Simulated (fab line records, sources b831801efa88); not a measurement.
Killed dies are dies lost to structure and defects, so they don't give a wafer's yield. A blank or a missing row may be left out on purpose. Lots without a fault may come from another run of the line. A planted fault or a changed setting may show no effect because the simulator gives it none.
Which tool did it? | flow sky130 | 15 lots, 45 wafers sampled, at 6 steps of a route of 708

WHAT THE GAUGES READ, wafer by wafer
SKY_GATE_OXIDE_THK_MEAS_02. Usual: GATE_OXIDE_OXIDATION_00_THK 10.23 nm, standard deviation 0.26.
lot  | measured     | on            | GATE_OXIDE_OXIDATION_00_THK (nm) | flag
L320 | day 12 22:59 | film_metro-01 | 10.30 10.27 10.33                |
L323 | day 14 04:37 | film_metro-03 | 10.60 10.65 10.78                |
L324 | day 14 07:32 | film_metro-02 | 10.27 10.06 10.32                |
L328 | day 15 18:12 | film_metro-01 | 10.11 9.71 9.92                  |
L331 | day 16 21:24 | film_metro-02 | 10.55 10.33 10.31                |
L332 | day 17 11:59 | film_metro-03 | 9.94 10.19 10.09                 |
L333 | day 17 19:07 | film_metro-01 | 9.94 10.08 9.95                  |
L334 | day 17 19:07 | film_metro-03 | 9.70 9.70 9.70                   |
L335 | day 18 05:02 | film_metro-03 | 9.96 9.82 9.87                   |
L337 | day 19 02:26 | film_metro-03 | 10.23 10.19 10.00                |
L338 | day 19 11:14 | film_metro-03 | 10.35 10.04 10.42                |
L339 | day 19 18:47 | film_metro-01 | 10.17 10.02 10.03                |
L340 | day 20 02:55 | film_metro-03 | 10.05 10.49 10.37                |
L341 | day 20 14:02 | film_metro-02 | 10.01 10.13 10.12                |
L342 | day 21 01:19 | film_metro-03 | 10.19 10.08 10.07                |

SKY_POLY_GATE_CD_MEAS_22. Usual: cd_nm 149.2 nm, standard deviation 1.8.
lot  | measured     | on        | cd_nm (nm)        | flag
L320 | day 16 16:35 | cd_sem-01 | 149.3 151.0 148.0 |
L323 | day 18 00:41 | cd_sem-01 | 146.6 149.4 146.7 |
L324 | day 18 03:29 | cd_sem-01 | 148.8 149.9 148.3 |
L328 | day 19 19:41 | cd_sem-01 | 148.1 150.5 150.9 |
L331 | day 21 01:52 | cd_sem-01 | 149.4 149.7 151.6 |
L332 | day 21 16:47 | cd_sem-02 | 149.6 148.7 147.7 |
L333 | day 21 23:11 | cd_sem-01 | 148.6 148.9 148.8 |
L334 | day 21 21:56 | cd_sem-02 | 150.1 150.8 152.9 |
L335 | day 22 07:08 | cd_sem-02 | 149.0 151.8 148.4 |
L337 | day 23 09:29 | cd_sem-01 | 147.6 148.9 150.9 |
L338 | day 23 14:13 | cd_sem-02 | 153.5 153.1 151.6 |
L339 | day 23 21:23 | cd_sem-02 | 147.2 145.6 151.0 |
L340 | day 24 03:38 | cd_sem-02 | 148.0 147.9 149.6 |
L341 | day 24 14:55 | cd_sem-02 | 150.5 148.8 147.8 |
L342 | day 25 02:53 | cd_sem-01 | 149.1 150.0 147.2 |

SKY_LDD_LDN_OVL_MEAS_07. Usual: LDD_LDN_OVL 0.8 nm, standard deviation 1.5.
lot  | measured     | on         | LDD_LDN_OVL (nm) | flag
L320 | day 23 00:06 | overlay-02 | -1.3 -1.2 0.5    |
L323 | day 24 08:50 | overlay-01 | -0.8 -2.0 -1.3   |
L324 | day 24 13:01 | overlay-01 | 4.2 0.3 0.0      |
L328 | day 26 02:47 | overlay-02 | 0.5 1.2 2.3      |
L331 | day 27 08:31 | overlay-01 | 0.1 -0.1 1.3     |
L332 | day 27 22:34 | overlay-02 | 2.6 3.3 3.5      |
L333 | day 28 05:45 | overlay-02 | 2.2 2.9 -0.3     |
L334 | day 28 04:11 | overlay-01 | 0.7 1.1 1.3      |
L335 | day 28 11:53 | overlay-02 | -0.1 1.4 2.7     |
L337 | day 29 13:06 | overlay-02 | 2.6 4.4 3.9      |
L338 | day 29 17:11 | overlay-01 | 0.9 1.0 0.0      |
L339 | day 30 01:11 | overlay-01 | 0.6 2.1 -0.3     |
L340 | day 30 08:07 | overlay-02 | -1.4 2.3 1.4     |
L341 | day 30 16:32 | overlay-02 | 1.7 2.1 0.7      |
L342 | day 31 04:26 | overlay-01 | -1.1 -0.7 -0.5   |

SKY_SD_P_CD_MEAS_07: target cd 380 nm. Usual: cd_nm 380.5 nm, standard deviation 2.5.
lot  | measured     | on        | cd_nm (nm)        | flag
L320 | day 25 13:34 | cd_sem-02 | 378.2 376.8 378.0 |
L323 | day 26 21:55 | cd_sem-02 | 382.4 380.3 382.0 |
L324 | day 27 02:03 | cd_sem-01 | 378.1 377.3 374.1 |
L328 | day 28 16:05 | cd_sem-02 | 384.7 382.9 386.2 |
L331 | day 29 19:09 | cd_sem-02 | 379.1 378.8 377.0 |
L332 | day 30 10:42 | cd_sem-01 | - - -             | OFF
L333 | day 30 18:47 | cd_sem-02 | - - -             | OFF
L334 | day 30 17:30 | cd_sem-01 | - - -             | OFF
L335 | day 31 00:27 | cd_sem-01 | 383.0 382.8 383.2 |
L337 | day 31 22:57 | cd_sem-02 | 383.5 381.4 382.2 |
L338 | day 32 03:27 | cd_sem-01 | 384.8 386.6 384.3 |
L339 | day 32 10:42 | cd_sem-01 | 378.8 380.0 380.0 |
L340 | day 32 18:23 | cd_sem-02 | 378.3 381.3 377.8 |
L341 | day 33 01:28 | cd_sem-02 | 381.8 382.6 380.8 |
L342 | day 33 13:53 | cd_sem-02 | 384.0 385.1 381.7 |

SKY_RES_XHIGH_TW_MEAS_09. Usual: RES_XHIGH_TW 1644, standard deviation 15.
lot  | measured     | on            | RES_XHIGH_TW   | flag
L320 | day 26 19:37 | film_metro-03 | 1665 1667 1662 |
L323 | day 28 03:33 | film_metro-02 | 1628 1627 1625 |
L324 | day 28 07:23 | film_metro-02 | 1628 1629 1634 |
L328 | day 29 21:26 | film_metro-02 | 1628 1622 1627 |
L331 | day 30 23:42 | film_metro-03 | 1665 1660 1667 |
L332 | day 31 15:23 | film_metro-02 | 2852 2861 2889 | OFF
L333 | day 31 22:47 | film_metro-04 | 2884 2905 2887 | OFF
L334 | day 31 22:02 | film_metro-02 | 2861 2877 2876 | OFF
L335 | day 32 04:53 | film_metro-04 | 1644 1640 1650 |
L337 | day 33 02:26 | film_metro-02 | 1630 1621 1625 |
L338 | day 33 07:02 | film_metro-04 | 1641 1637 1637 |
L339 | day 33 13:32 | film_metro-04 | 1641 1629 1634 |
L340 | day 33 20:46 | film_metro-04 | 1638 1629 1639 |
L341 | day 34 04:47 | film_metro-03 | 1654 1661 1660 |
L342 | day 34 17:32 | film_metro-03 | 1671 1660 1653 |

WHICH TOOL RAN EACH LOT (tool, then ch and the chambers of the sampled wafers, then the start)
lot  | SKY_SD_P_COAT_02
L320 | litho_track-04 ch 0, day 24 22:59
L323 | litho_track-03 ch 0, day 26 07:40
L324 | litho_track-03 ch 0, day 26 11:16
L328 | litho_track-03 ch 0, day 28 01:29
L331 | litho_track-03 ch 0, day 29 04:25
L332 | litho_track-03, day 29 20:37
L333 | litho_track-04, day 30 04:41
L334 | litho_track-01, day 30 03:39
L335 | litho_track-03 ch 0, day 30 10:05
L337 | litho_track-01 ch 0, day 31 09:36
L338 | litho_track-01 ch 0, day 31 13:17
L339 | litho_track-04 ch 0, day 31 20:41
L340 | litho_track-01 ch 0, day 32 04:38
L341 | litho_track-01 ch 0, day 32 12:17
L342 | litho_track-04 ch 0, day 33 00:41
- SKY_SD_P_COAT_02: resist thk 1140 nm.

WHAT THE TOOLS THEMSELVES READ (means of the sampled wafers that have a number; where no wafer has one, the mark that the record gives instead)
SKY_SD_P_COAT_02. Usual: chill_plate_temp_C 23.00 C, standard deviation 0.09; dispense_pressure_kPa 47 kPa, standard deviation 5.6; spin_speed_rpm 3000.0 rpm, standard deviation 1.8.
lot  | tool           | chill_plate_temp_C (C) | dispense_pressure_kPa (kPa) | spin_speed_rpm (rpm) | flag
L320 | litho_track-04 | 23.04                  | 55                          | 2999.4               |
L323 | litho_track-03 | 23.11                  | 42                          | 3001.4               |
L324 | litho_track-03 | 22.93                  | 42                          | 3001.8               |
L328 | litho_track-03 | 23.07                  | 42                          | 3001.9               |
L331 | litho_track-03 | 22.87                  | 42                          | 3002.9               |
L332 | litho_track-03 | -                      | -                           | -                    | OFF
L333 | litho_track-04 | -                      | -                           | -                    | OFF
L334 | litho_track-01 | -                      | -                           | -                    | OFF
L335 | litho_track-03 | 22.99                  | 42                          | 2999.2               |
L337 | litho_track-01 | 23.04                  | 46                          | 3000.7               |
L338 | litho_track-01 | 22.93                  | 46                          | 3001.2               |
L339 | litho_track-04 | 22.93                  | 55                          | 3000.4               |
L340 | litho_track-01 | 23.01                  | 46                          | 2998.8               |
L341 | litho_track-01 | 23.12                  | 46                          | 2999.7               |
L342 | litho_track-04 | 23.14                  | 55                          | 3000.7               |

THE ANSWER, worked out from the rows above alone
Rule: a lot is off if the mean of its wafers that have a number lies more than 3 standard deviations from the usual mean. A lot without any number at a reading at which 4 lots or more have one is off too. The other lots that the step has rows for count as sound. The gauges are gone through in route order, then the tools' own readings, and for those a lot's mean is taken as printed above. The first step at which some lot is off is used, and at that step the reading that is off furthest; a lot without a number counts as furthest.
Off: L332, L333, L334, at SKY_SD_P_CD_MEAS_07 (cd_nm). Without a number there: L332, L333, L334.
A tool fits if, at a process step before that reading, it ran every lot that is off, and no sound lot after the first of them. The gauges at SKY_SD_P_CD_MEAS_07 aren't tried: what is off there is off at SKY_RES_XHIGH_TW_MEAS_09 too, on other tools, and a gauge's error can't cause that. None of those tried fits.

WHAT THE SIMULATOR HAD PUT IN
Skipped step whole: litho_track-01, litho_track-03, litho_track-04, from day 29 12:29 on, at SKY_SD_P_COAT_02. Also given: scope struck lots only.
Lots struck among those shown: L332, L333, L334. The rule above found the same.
